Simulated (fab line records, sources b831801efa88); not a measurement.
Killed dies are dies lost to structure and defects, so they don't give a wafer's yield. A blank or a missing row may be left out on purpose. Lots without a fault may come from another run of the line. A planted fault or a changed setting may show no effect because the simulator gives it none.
Which tool did it? | flow gf180mcu | 6 lots, 18 wafers sampled, at 3 steps of a route of 602

WHAT THE GAUGES READ, wafer by wafer
GF_MVSD_TW_MEAS_11.
lot  | measured    | on            | MVSD_TW
L677 | day 5 02:56 | film_metro-03 | 1559 1567 1557
L679 | day 5 14:48 | film_metro-01 | 1591 1589 1587
L681 | day 6 04:43 | film_metro-03 | 1566 1571 1569
L688 | day 7 19:30 | film_metro-04 | 1450 1452 1459
L690 | day 8 09:31 | film_metro-03 | 1562 1569 1553
L695 | day 9 13:17 | film_metro-03 | 1562 1564 1566

WHICH TOOL RAN EACH LOT (tool, then ch and the chambers of the sampled wafers, then the start)
lot  | GF_STI_STRIP_15                     | GF_MVSD_IMPLANT_08
L677 | plasma_asher-03 ch 0,1, day 2 16:42 | implanter-02 ch 0, day 5 02:34
L679 | plasma_asher-02 ch 0,1, day 3 04:14 | implanter-03 ch 0, day 5 14:26
L681 | plasma_asher-04 ch 0,1, day 3 13:17 | implanter-03 ch 0, day 6 04:19
L688 | plasma_asher-03 ch 0,1, day 5 00:50 | implanter-04 ch 0, day 7 19:06
L690 | plasma_asher-02 ch 0,1, day 5 13:31 | implanter-03 ch 0, day 8 09:07
L695 | plasma_asher-03 ch 0,1, day 6 13:28 | implanter-03 ch 0, day 9 12:53
- GF_STI_STRIP_15: strips in O2/N2.
- GF_MVSD_IMPLANT_08

THE ANSWER, worked out from the rows above alone
Rule: what is usual is taken from the lots themselves. Put in order of their means at a reading, lots are off if they are a third of the lots or fewer, leave a main group of 4 or more, and stand apart from it by a gap of 3 or more times the standard deviation of the main group's means; of several such gaps the widest counts. A main group whose means are all the same, to the digits that the tables above print for the reading, isn't used. A lot without any number at a reading at which 4 lots or more have one is off too. The other lots that the step has rows for count as sound.
Off: L688, at GF_MVSD_TW_MEAS_11 (MVSD_TW). The main group: mean 1569, standard deviation 10.
A tool fits if, at a process step before that reading, it ran every lot that is off, and no sound lot after the first of them. The gauges at GF_MVSD_TW_MEAS_11 are tried like those tools. Can't be told from this: 2 tools fit, implanter-04 at GF_MVSD_IMPLANT_08, film_metro-04 at GF_MVSD_TW_MEAS_11.

WHAT THE SIMULATOR HAD PUT IN
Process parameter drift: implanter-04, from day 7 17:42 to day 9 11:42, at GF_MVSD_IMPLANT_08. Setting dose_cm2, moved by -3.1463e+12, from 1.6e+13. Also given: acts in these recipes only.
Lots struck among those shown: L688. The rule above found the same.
